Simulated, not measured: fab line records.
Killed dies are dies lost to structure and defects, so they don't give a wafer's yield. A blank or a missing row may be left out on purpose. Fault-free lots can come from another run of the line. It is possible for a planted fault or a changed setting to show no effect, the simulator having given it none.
A single fault, viewed from 2 desks :: flow gf180mcu :: each desk has only its own numbers; what lay behind them comes last

## DESK OF THE TOOL OWNER: pvd_sputter-01
The tool's own readings at GF_TOP_METAL_SPUTTER_00 (material Ti, target thk 37.5 nm, time 150 s): means of the sampled wafers that have a number, for each lot that ran on this tool. Marked OUT: a lot whose mean sits more than 4 standard deviations from the usual mean, which makes it out of limits; the brackets give that distance.
Columns: A = throttle_valve_pct at GF_TOP_METAL_SPUTTER_00, usual 29.8 %
lot: L829
first seen here: day 29 07:55
A: 29.5

lot: L839
first seen here: day 32 06:05
A: 28.8
This desk's finding: nothing out of limits on any of the 2 lots.

## FROM THE METROLOGY DESK
What the gauges read for every lot (on any tool): the sampled wafers with a number, averaged. Marked OUT: a lot whose mean sits more than 4 standard deviations from the usual mean, which makes it out of limits; the brackets give that distance.
Columns: A = V5_OVL at GF_V5_OVL_MEAS_15, usual 0 nm; B = V5_W_RS at GF_V5_RS_MEAS_24, usual 0.3281 ohm/sq; C = V5_W_THK at GF_V5_THK_MEAS_25, usual 357 nm
lot: L829
first seen here: day 29 06:28
A: -2
B: 0.3296
C: 355

lot: L833
first seen here: day 30 18:20
A: 2
B: 0.3316
C: 353

lot: L839
first seen here: day 32 04:40
A: 3
B: 0.3259
C: 353

lot: L841
first seen here: day 32 15:42
A: 5
B: 0.3290
C: 353

lot: L843
first seen here: day 32 23:31
A: 5
B: 0.3278
C: 355
This desk's finding: nothing out of limits on any of the 5 lots.

## BROUGHT TOGETHER
The tool owner's desk saw nothing out of limits.
From the metrology desk's view, nothing was out of limits.

## WHAT WAS PUT IN BY THE SIMULATOR
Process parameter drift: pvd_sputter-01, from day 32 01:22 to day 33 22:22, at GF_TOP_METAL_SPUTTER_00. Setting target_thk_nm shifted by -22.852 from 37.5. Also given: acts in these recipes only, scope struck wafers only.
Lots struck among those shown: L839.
